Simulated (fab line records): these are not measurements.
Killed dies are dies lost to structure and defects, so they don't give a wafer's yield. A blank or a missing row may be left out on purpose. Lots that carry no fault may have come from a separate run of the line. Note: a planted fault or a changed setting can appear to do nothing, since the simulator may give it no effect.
Chamber matching / flow gf180mcu / cmp-01 running GF_V2_CMP_04: 4 sister chambers
The step polishes SiO2. 8 wafers are shown with their chamber, then 12 later ones without.

WAFERS, EACH WITH ITS CHAMBER
wafer=L079.3; chamber=2; motorCurrentA (A)=12.2; timeToEndpointS (s)=72
wafer=L081.5; chamber=2; motorCurrentA (A)=12.7; timeToEndpointS (s)=76
wafer=L086.4; chamber=3; motorCurrentA (A)=11.6; timeToEndpointS (s)=83
wafer=L087.2; chamber=3; motorCurrentA (A)=11.1; timeToEndpointS (s)=76
wafer=L087.4; chamber=0; motorCurrentA (A)=10.3; timeToEndpointS (s)=82
wafer=L088.3; chamber=1; motorCurrentA (A)=9.9; timeToEndpointS (s)=81
wafer=L088.5; chamber=1; motorCurrentA (A)=9.5; timeToEndpointS (s)=81
wafer=L088.6; chamber=0; motorCurrentA (A)=9.9; timeToEndpointS (s)=90

WAFERS WITHOUT THEIR CHAMBER
wafer=L090.2; motorCurrentA (A)=9.6; timeToEndpointS (s)=77
wafer=L090.3; motorCurrentA (A)=10.2; timeToEndpointS (s)=84
wafer=L090.4; motorCurrentA (A)=12.3; timeToEndpointS (s)=83
wafer=L095.2; motorCurrentA (A)=11.2; timeToEndpointS (s)=70
wafer=L095.5; motorCurrentA (A)=10.0; timeToEndpointS (s)=88
wafer=L095.6; motorCurrentA (A)=9.3; timeToEndpointS (s)=82
wafer=L096.2; motorCurrentA (A)=11.9; timeToEndpointS (s)=84
wafer=L096.3; motorCurrentA (A)=9.2; timeToEndpointS (s)=77
wafer=L096.5; motorCurrentA (A)=11.1; timeToEndpointS (s)=87
wafer=L097.1; motorCurrentA (A)=11.4; timeToEndpointS (s)=77
wafer=L097.3; motorCurrentA (A)=11.7; timeToEndpointS (s)=71
wafer=L097.5; motorCurrentA (A)=12.3; timeToEndpointS (s)=82

WHICH CHAMBER EACH WENT THROUGH
wafer=L090.2; from the rows above=can't be placed: 1 or 0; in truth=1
wafer=L090.3; from the rows above=can't be placed: 0 or 1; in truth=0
wafer=L090.4; from the rows above=can't be placed: 2 or 3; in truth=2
wafer=L095.2; from the rows above=can't be placed: 3 or 2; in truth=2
wafer=L095.5; from the rows above=can't be placed: 0 or 1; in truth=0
wafer=L095.6; from the rows above=can't be placed: 1 or 0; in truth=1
wafer=L096.2; from the rows above=can't be placed: 3 or 2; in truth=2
wafer=L096.3; from the rows above=can't be placed: 1 or 0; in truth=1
wafer=L096.5; from the rows above=can't be placed: 3 or 0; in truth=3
wafer=L097.1; from the rows above=3; in truth=3
wafer=L097.3; from the rows above=can't be placed: 3 or 2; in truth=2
wafer=L097.5; from the rows above=can't be placed: 2 or 3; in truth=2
1 of 12 placed correctly. Not placeable from these rows: 11 (in 11, the candidates include the true chamber). Number placed wrongly: 0.
How it was worked out, from the rows above alone: a wafer's distance from a chamber is the root of the sum, over the readings, of the square of ((its reading less the chamber's mean) divided by the reading's scatter). If the next closest chamber is less than 2 further off than the closest, the wafer can't be placed; otherwise it belongs to the closest. For every chamber, the mean is computed from those of its wafers that are shown. How the scatter is found: for the shown wafers, subtract from each reading the mean of its chamber, square and add these, divide the total by (wafers less chambers), then take the root.
